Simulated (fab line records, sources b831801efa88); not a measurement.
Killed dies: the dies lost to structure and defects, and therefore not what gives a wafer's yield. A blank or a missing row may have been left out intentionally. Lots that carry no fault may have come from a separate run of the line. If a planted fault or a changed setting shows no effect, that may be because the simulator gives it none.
The tool behind it: which one? ; flow sky130 ; 36 wafers from 12 lots sampled at 6 of the route's 708 steps

## WHAT EACH GAUGE READ, for each wafer
SKY_VT_ADJUST_HVTP_CD_MEAS_07: the cd target is 380 nm.
lot;measured;on;cd nm (nm)
L740;day 7 02:48;cd sem-01;377.5 377.9 380.3
L741;day 7 07:28;cd sem-02;378.9 382.6 381.2
L742;day 7 16:58;cd sem-01;375.7 377.2 373.3
L743;day 8 02:24;cd sem-02;378.2 379.4 378.5
L747;day 8 19:35;cd sem-02;382.8 382.6 385.4
L748;day 9 02:47;cd sem-01;376.5 377.3 378.5
L750;day 9 09:20;cd sem-02;380.7 382.7 379.9
L753;day 10 04:52;cd sem-01;380.5 380.4 382.5
L754;day 10 10:09;cd sem-01;384.5 379.3 381.3
L755;day 10 18:09;cd sem-02;378.2 379.5 378.0
L757;day 11 08:46;cd sem-02;380.0 379.9 381.0
L760;day 12 03:02;cd sem-01;376.9 377.1 378.8

SKY_VT_ADJUST_NCORE_CD_MEAS_07: the cd target is 380 nm.
lot;measured;on;cd nm (nm)
L740;day 9 16:20;cd sem-01;380.3 382.5 381.0
L741;day 9 20:56;cd sem-01;380.8 378.9 380.9
L742;day 10 07:24;cd sem-02;380.3 381.4 379.0
L743;day 10 18:13;cd sem-01;381.8 383.2 383.0
L747;day 11 14:22;cd sem-02;379.1 378.6 377.9
L748;day 11 19:58;cd sem-02;379.6 381.3 380.0
L750;day 12 04:24;cd sem-02;379.4 379.7 376.9
L753;day 13 02:23;cd sem-02;382.4 381.7 383.1
L754;day 13 08:50;cd sem-01;380.8 377.5 377.3
L755;day 13 18:02;cd sem-01;382.2 379.8 382.8
L757;day 14 10:11;cd sem-02;382.5 381.6 378.5
L760;day 15 07:05;cd sem-01;379.9 378.2 379.7

SKY_VT_ADJUST_PCH_OVL_MEAS_07.
lot;measured;on;VT_ADJUST_PCH_OVL (nm)
L740;day 11 13:28;overlay-01;- - -
L741;day 11 18:27;overlay-02;-1.7 -1.7 -1.9
L742;day 12 05:16;overlay-01;-3.2 -5.3 -4.4
L743;day 12 16:49;overlay-01;0.2 -0.3 0.3
L747;day 13 14:57;overlay-01;-0.1 0.1 -1.7
L748;day 13 21:01;overlay-01;0.0 -1.9 -1.4
L750;day 14 07:22;overlay-01;-1.4 -2.1 -2.1
L753;day 15 07:23;overlay-01;-0.3 0.3 -0.6
L754;day 15 12:14;overlay-01;1.3 1.7 1.6
L755;day 15 23:34;overlay-02;-0.6 0.2 -0.7
L757;day 16 16:32;overlay-02;-1.3 -0.1 0.4
L760;day 17 16:10;overlay-02;0.0 -0.8 1.2

SKY_VT_ADJUST_PCH_TW_MEAS_10.
lot;measured;on;VT_ADJUST_PCH_TW
L740;day 11 13:45;film metro-04;30.0 29.8 29.9 29.7 29.8 29.9
L741;day 11 18:44;film metro-04;142.1 141.6 141.7
L742;day 12 05:33;film metro-04;141.6 141.3 140.5
L743;day 12 17:06;film metro-04;141.6 141.0 140.4
L747;day 13 15:15;film metro-04;140.9 140.7 141.4
L748;day 13 21:17;film metro-03;141.7 141.4 142.3
L750;day 14 07:39;film metro-04;141.0 141.3 140.9
L753;day 15 07:40;film metro-03;143.7 144.0 143.5
L754;day 15 12:32;film metro-04;141.7 142.4 142.2
L755;day 15 23:51;film metro-04;141.6 142.2 141.7
L757;day 16 16:50;film metro-01;141.6 141.5 141.4
L760;day 17 16:26;film metro-03;143.0 143.2 142.9

## WHICH TOOL RAN EACH LOT (tool, then ch and the chambers of the sampled wafers, then the start)
lot;SKY_VT_ADJUST_NCORE_STRIP_10;SKY_VT_ADJUST_PCH_EXPOSE_04
L740;plasma asher-03 ch 0,1, day 9 16:39;iline stepper-01 ch 0, day 11 02:21
L741;plasma asher-03 ch 1, day 9 21:13;iline stepper-01 ch 0, day 11 07:21
L742;plasma asher-04 ch 0,1, day 10 07:42;iline stepper-02 ch 0, day 11 18:17
L743;plasma asher-04 ch 0,1, day 10 18:31;iline stepper-02 ch 0, day 12 04:38
L747;plasma asher-03 ch 0,1, day 11 14:39;iline stepper-01 ch 0, day 13 01:41
L748;plasma asher-04 ch 0,1, day 11 20:16;iline stepper-01 ch 0, day 13 08:58
L750;plasma asher-04 ch 0,1, day 12 04:43;iline stepper-01 ch 0, day 13 19:06
L753;plasma asher-04 ch 0,1, day 13 02:42;iline stepper-01 ch 0, day 14 19:02
L754;plasma asher-01 ch 0,1, day 13 09:07;iline stepper-02 ch 0, day 14 23:17
L755;plasma asher-01 ch 0,1, day 13 18:20;iline stepper-01 ch 0, day 15 09:23
L757;plasma asher-01 ch 0,1, day 14 10:28;iline stepper-02 ch 0, day 16 03:15
L760;plasma asher-04 ch 0,1, day 15 07:24;iline stepper-01 ch 0, day 17 01:54
- SKY_VT_ADJUST_NCORE_STRIP_10: strips in O2/N2.
- SKY_VT_ADJUST_PCH_EXPOSE_04: exposes mask NWM, target cd 840 nm.

## WHAT THE TOOLS THEMSELVES READ (means of the sampled wafers that have a number; where no wafer has one, the mark that the record gives instead)
SKY_VT_ADJUST_NCORE_STRIP_10.
lot;tool;drypump motor current A (A);oes product au (a.u.);strip time to endpoint s (s)
L740;plasma asher-03;6.2;0.719;14.14
L741;plasma asher-03;5.9;0.713;14.15
L742;plasma asher-04;5.7;0.718;14.15
L743;plasma asher-04;5.9;0.716;14.18
L747;plasma asher-03;6.2;0.718;14.15
L748;plasma asher-04;5.8;0.718;14.10
L750;plasma asher-04;5.7;0.718;14.22
L753;plasma asher-04;5.7;0.720;14.15
L754;plasma asher-01;5.9;0.715;14.22
L755;plasma asher-01;6.0;0.721;14.24
L757;plasma asher-01;6.3;0.717;14.23
L760;plasma asher-04;5.8;0.716;14.17

## THE ANSWER, worked out from the rows above alone
Rule: the lots themselves supply what counts as usual. The widest of any qualifying gaps counts: lots, ordered by their means at a reading, are off when they make up no more than a third of the lots, leave a main group of 4 or more, and stand apart from it by 3 or more times the standard deviation of that group's means. A main group whose means are all the same, to the digits that the tables above print for the reading, isn't used. A lot without any number at a reading at which 4 lots or more have one is off too. The other lots that the step has rows for count as sound. The gauges are gone through in route order, then the tools' own readings, and for those a lot's mean is taken as printed above. At the first step where some lot is off, the reading lying furthest off is the one used; lots without a number count as furthest.
Off: L740, at SKY_VT_ADJUST_PCH_OVL_MEAS_07 (VT_ADJUST_PCH_OVL). Without a number there: L740. The main group has a mean of -0.8 nm with a standard deviation of 1.4.
A tool fits if, at a process step before that reading, it ran every lot that is off, and no sound lot after the first of them. The gauges at SKY_VT_ADJUST_PCH_OVL_MEAS_07 aren't tried: what is off there is off at SKY_VT_ADJUST_PCH_TW_MEAS_10 too, on other tools, and a gauge's error can't cause that. None of those tried fits.

## WHAT THE SIMULATOR HAD PUT IN
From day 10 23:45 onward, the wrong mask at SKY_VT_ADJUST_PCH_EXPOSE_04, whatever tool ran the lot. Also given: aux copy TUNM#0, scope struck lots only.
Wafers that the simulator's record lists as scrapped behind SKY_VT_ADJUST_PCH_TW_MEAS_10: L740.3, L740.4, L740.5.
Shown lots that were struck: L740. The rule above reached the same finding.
